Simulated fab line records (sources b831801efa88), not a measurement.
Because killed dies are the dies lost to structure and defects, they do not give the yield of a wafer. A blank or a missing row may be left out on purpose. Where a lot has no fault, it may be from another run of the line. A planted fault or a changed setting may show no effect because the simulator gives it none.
The tool behind it: which one?	flow sky130	route of 708 steps, sampled at 1 step: 7 lots, 21 wafers

WHAT EACH GAUGE READ, for each wafer
SKY_NWELL_RS_MEAS_29: measures by four-point-probe.
lot	measured	on	NWELL_RS (ohm/sq)
L430	day 6 04:28	film-metro-03	624.1 625.8 625.6
L434	day 7 03:35	film-metro-04	627.7 624.4 626.7
L436	day 7 12:34	film-metro-01	626.9 624.7 626.1
L442	day 9 01:41	film-metro-01	627.8 626.6 626.4
L444	day 9 17:39	film-metro-01	623.8 624.2 626.2
L448	day 10 12:05	film-metro-03	624.3 625.5 625.4
L450	day 11 02:10	film-metro-03	623.8 623.3 624.7

TOOL THAT RAN EACH LOT (tool first, then ch and the chambers of the sampled wafers, then the start)
The record shows no process step preceding these readings.

THE ANSWER, worked out from the rows above alone
Rule: the usual values come from the lots themselves. Put in order of their means at a reading, lots are off if they are a third of the lots or fewer, leave a main group of 4 or more, and stand apart from it by a gap of 3 or more times the standard deviation of the main group's means; of several such gaps the widest counts. A main group whose means are all the same, to the digits that the tables above print for the reading, isn't used. Also off: a lot with no number at a reading for which 4 or more lots have one. The other lots that the step has rows for count as sound.
None of the lots is off at any reading shown; this tells nothing.

WHAT THE SIMULATOR PUT IN
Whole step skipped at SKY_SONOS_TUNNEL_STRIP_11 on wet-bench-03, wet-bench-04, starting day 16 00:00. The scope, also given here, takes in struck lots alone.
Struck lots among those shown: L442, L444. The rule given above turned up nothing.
